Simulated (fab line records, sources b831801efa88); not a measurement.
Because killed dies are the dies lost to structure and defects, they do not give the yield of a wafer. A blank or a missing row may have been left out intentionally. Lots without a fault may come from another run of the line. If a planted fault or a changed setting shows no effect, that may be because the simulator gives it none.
Chamber matching + flow gf180mcu + GF_V5_CMP_04 on cmp-01 has 4 sister chambers
The step polishes SiO2. 42 wafers are shown with their chamber, then 12 later ones without.

== EACH WAFER AND ITS CHAMBER ==
| wafer  | chamber | motor_current_A (A) | slurry_flow_ml_min |
|--------|---------|---------------------|--------------------|
| L075.4 | 0       | 10.5                | 151.2              |
| L075.5 | 0       | 10.9                | 150.4              |
| L075.6 | 3       | 11.0                | 151.2              |
| L076.2 | 3       | 10.8                | 149.9              |
| L076.3 | 1       | 13.7                | 150.8              |
| L076.4 | 2       | 11.0                | 149.6              |
| L076.1 | 0       | 10.3                | 150.8              |
| L076.5 | 3       | 11.0                | 150.1              |
| L076.6 | 2       | 11.2                | 149.9              |
| L077.1 | 1       | 13.7                | 149.5              |
| L077.2 | 3       | 10.4                | 149.3              |
| L077.6 | 3       | 10.8                | 149.5              |
| L079.2 | 1       | 13.3                | 150.6              |
| L079.4 | 2       | 11.2                | 149.6              |
| L079.6 | 1       | 13.8                | 150.6              |
| L080.1 | 1       | 13.9                | 151.1              |
| L080.4 | 2       | 11.3                | 150.1              |
| L080.6 | 2       | 11.9                | 148.9              |
| L082.2 | 1       | 12.9                | 150.3              |
| L082.5 | 3       | 10.8                | 150.2              |
| L082.6 | 2       | 11.4                | 150.9              |
| L083.1 | 3       | 11.5                | 151.0              |
| L083.3 | 0       | 10.5                | 150.7              |
| L083.4 | 1       | 13.6                | 149.6              |
| L084.1 | 2       | 11.0                | 149.8              |
| L084.3 | 3       | 11.0                | 150.6              |
| L084.5 | 3       | 11.0                | 150.1              |
| L084.2 | 1       | 12.9                | 149.9              |
| L084.4 | 0       | 11.0                | 150.3              |
| L084.6 | 2       | 11.2                | 149.9              |
| L085.3 | 0       | 10.6                | 150.0              |
| L085.5 | 3       | 11.3                | 149.7              |
| L085.6 | 0       | 10.7                | 149.9              |
| L092.4 | 3       | 10.1                | 150.4              |
| L092.5 | 2       | 11.2                | 149.8              |
| L092.6 | 3       | 11.0                | 150.1              |
| L093.3 | 2       | 11.7                | 150.7              |
| L093.5 | 3       | 11.0                | 149.8              |
| L093.6 | 0       | 10.5                | 149.6              |
| L094.1 | 3       | 11.1                | 149.3              |
| L094.2 | 0       | 10.7                | 150.3              |
| L094.6 | 3       | 10.9                | 150.1              |

SIGNATURES (averages over the wafers above)
| reading            | chamber 0 | chamber 1 | chamber 2 | chamber 3 | scatter within a chamber |
|--------------------|-----------|-----------|-----------|-----------|--------------------------|
| motor_current_A    | 10.633    | 13.475    | 11.310    | 10.913    | 0.315                    |
| slurry_flow_ml_min | 150.356   | 150.300   | 149.920   | 150.087   | 0.55                     |
Rule: a wafer's distance from a chamber is the root of the sum, over the readings, of the square of ((its reading less the chamber's mean) divided by the reading's scatter). The wafer belongs to the nearest chamber; if the next one is less than 2 further off, it can't be placed. How the scatter is found: for the shown wafers, subtract from each reading the mean of its chamber, square and add these, divide the total by (wafers less chambers), then take the root.

== WAFERS WHOSE CHAMBER IS MISSING ==
| wafer  | motor_current_A (A) | slurry_flow_ml_min |
|--------|---------------------|--------------------|
| L095.1 | 11.5                | 150.2              |
| L095.2 | 10.8                | 150.0              |
| L095.3 | 10.3                | 150.3              |
| L096.2 | 9.9                 | 150.2              |
| L096.3 | 11.6                | 150.5              |
| L096.4 | 11.1                | 149.4              |
| L096.1 | 13.0                | 149.6              |
| L096.5 | 10.4                | 149.7              |
| L096.6 | 10.7                | 150.6              |
| L097.1 | 11.0                | 150.7              |
| L097.5 | 11.6                | 149.6              |
| L097.6 | 11.6                | 150.6              |

== WHICH CHAMBER EACH ONE RAN IN ==
| wafer  | from the rows above          | in truth |
|--------|------------------------------|----------|
| L095.1 | can't be placed: 2 or 3 or 0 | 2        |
| L095.2 | can't be placed: 3 or 0 or 2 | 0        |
| L095.3 | can't be placed: 0 or 3      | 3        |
| L096.2 | can't be placed: 0 or 3      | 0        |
| L096.3 | can't be placed: 2 or 3 or 0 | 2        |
| L096.4 | can't be placed: 2 or 3 or 0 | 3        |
| L096.1 | 1                            | 1        |
| L096.5 | can't be placed: 0 or 3 or 2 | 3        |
| L096.6 | can't be placed: 0 or 3 or 2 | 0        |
| L097.1 | can't be placed: 3 or 0 or 2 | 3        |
| L097.5 | can't be placed: 2 or 3      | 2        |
| L097.6 | can't be placed: 2 or 3 or 0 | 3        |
Correctly placed: 1 of 12. Not placeable from these rows: 11 (in 11, the candidates include the true chamber). Wrongly placed: 0.
